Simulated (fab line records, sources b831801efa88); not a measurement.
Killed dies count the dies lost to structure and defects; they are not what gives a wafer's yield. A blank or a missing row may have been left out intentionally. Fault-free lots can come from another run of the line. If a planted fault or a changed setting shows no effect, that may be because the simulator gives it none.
A lot that was struck, set against a sound lot    flow sky130    17 out of 708 route steps
Sound: the wafers L326.2, L326.4, L326.6. Struck: wafers L338.4, L338.5, L338.6. Last of all comes the cause.
For every step that has rows: the tool of each side, followed by ch and its chambers, followed by its first start. Under that, the readings that differ: sound wafers    struck wafers    difference of the means    sigmas: that difference in standard deviations of wafers without a fault.
alike: readings whose means differ by less than 2 such deviations, and words and numbers that are the same on both sides. not compared: withheld readings, readings that some wafer has no value for, bounds like >300 that may hide the same value, and numbers for which the record gives no deviation and whose values overlap.
Wherever a step has rows on one side only, a row that says differs or no value, or a row with sigmas, the two part there. When numbers do not overlap yet have no deviation, they are printed without sigmas and do not part them. A reading missing from all wafers of one side parts the sides only when that side holds two or more wafers.

SKY_LDD_HVN_OVL_MEAS_07:
  sound on overlay-02, day 21 16:10; struck on overlay-02, day 25 22:33
  alike: LDD_HVN_OVL
after that, 1 step had no rows for these wafers: SKY_LDD_HVN_IMPLANT_08.
SKY_LDD_HVN_STRIP_09: strips in O2/N2.
  sound on plasma asher-01 ch 0,1, day 21 16:21; struck on plasma asher-01 ch 0,1, day 25 22:45
  alike: drypump motor current A, oes product au, strip time to endpoint s
  not compared: rf hours counter h
SKY_LDD_HVN_TW_MEAS_10:
  sound on film metro-01, day 21 16:28; struck on film metro-02, day 25 22:51
  alike: LDD_HVN_TW
then, 7 steps without rows for these wafers: SKY_LDD_HVP_DEHYDRATE_00 (time 60 s); SKY_LDD_HVP_HMDS_01 (prime time 60 s); SKY_LDD_HVP_COAT_02 (resist thk 300 nm); SKY_LDD_HVP_SOFTBAKE_03 (time 60 s); SKY_LDD_HVP_EXPOSE_04 (exposes mask HVPTM, target cd 700 nm); SKY_LDD_HVP_PEB_05; SKY_LDD_HVP_DEVELOP_06 (develop time 60 s).
SKY_LDD_HVP_OVL_MEAS_07:
  sound on overlay-01, day 22 22:34; struck on overlay-02, day 27 03:50
reading           sound         struck       difference  sigmas
LDD_HVP_OVL (nm)  -0.2 2.6 1.4  3.6 5.5 3.1  +2.8        +2
SKY_LDD_HVP_IMPLANT_08:
  sound on implanter-02 ch 0, day 22 22:37; struck on implanter-04 ch 0, day 27 03:56
reading             sound                             struck                            difference   sigmas
dose ions cm2       1.7021e+13 1.7011e+13 1.6989e+13  8.5489e+13 8.5491e+13 8.5481e+13  +6.8480e+13  +99 or more
faraday current uA  93.5 99.8 98.3                    464.9 497.2 489.3                 +386.6       +99 or more
  alike: beam on s
SKY_LDD_HVP_STRIP_09: strips in O2/N2.
  sound on plasma asher-02 ch 0,1, day 22 22:45; struck on plasma asher-02 ch 0,1, day 27 04:02
reading                       sound              struck             difference  sigmas
strip time to endpoint s (s)  4.121 4.126 4.121  4.163 4.167 4.155  +0.039      +3
  alike: drypump motor current A, oes product au
  not compared: rf hours counter h
SKY_LDD_HVP_TW_MEAS_10:
  sound on film metro-03, day 22 22:52; struck on film metro-01, day 27 04:08
reading     sound        struck       difference  sigmas
LDD_HVP_TW  460 458 455  765 762 764  +306        +57
then, 1 step without rows for these wafers: SKY_LDD_LDN_DEHYDRATE_00 (time 60 s).
-- the record jumps here: 22 days lie between the struck wafers' starts before and after (it left off in module LDD_LDN and takes up again in module PAD_OPEN, whose first step shown is number 708 of the route) --
SKY_PAD_OPEN_PROBE_99:
  sound on prober-01, day 46 19:59; struck on prober-01, day 49 15:53
reading                                    sound                struck                difference  sigmas
killed at front end                        6 5 7                14 21 16              +11         +2
model.etest.tip_p_5v.rs ohm sq             2865 2876 2879       906.1 906.8 917.8     -1963.1     
model.etest.pfet g5v0d10v5.r on ohm um     4730 4757 4808       4068 4083 4144        -667        
model.etest.tip_p_5v.rs ohm sq range       74.92 88.06 60.08    16.81 24.56 35.05     -48.88      
model.etest.pfet g5v0d10v5.drive ua um     340.4 341.6 334.5    404.5 400.8 395.2     +61.3       
model.etest.res pdiff hv.rs ohm sq         190.8 189.2 191.6    175.7 177.7 177       -13.7       
model.etest.pfet_16v.drive ua um           248.9 247.3 243      258 255.3 255.5       +10         
model.etest.pfet g5v0d10v5.off log10 a um  -12.71 -12.57 -12.3  -9.242 -9.407 -9.669  +3.087      
model.etest.ring_5v.delay ps               44.82 44.51 44.9     41.38 41.75 42.55     -2.85       
  alike: killed_at_M0_to_M3, killed_at_M4_up, killed at contacts, killed at other, killed dies, killed open, killed short

== WHERE THEY PART ==
At SKY_LDD_HVP_OVL_MEAS_07 first; at SKY_PAD_OPEN_PROBE_99 last (within this record only).

WHY: whatever the simulator had introduced
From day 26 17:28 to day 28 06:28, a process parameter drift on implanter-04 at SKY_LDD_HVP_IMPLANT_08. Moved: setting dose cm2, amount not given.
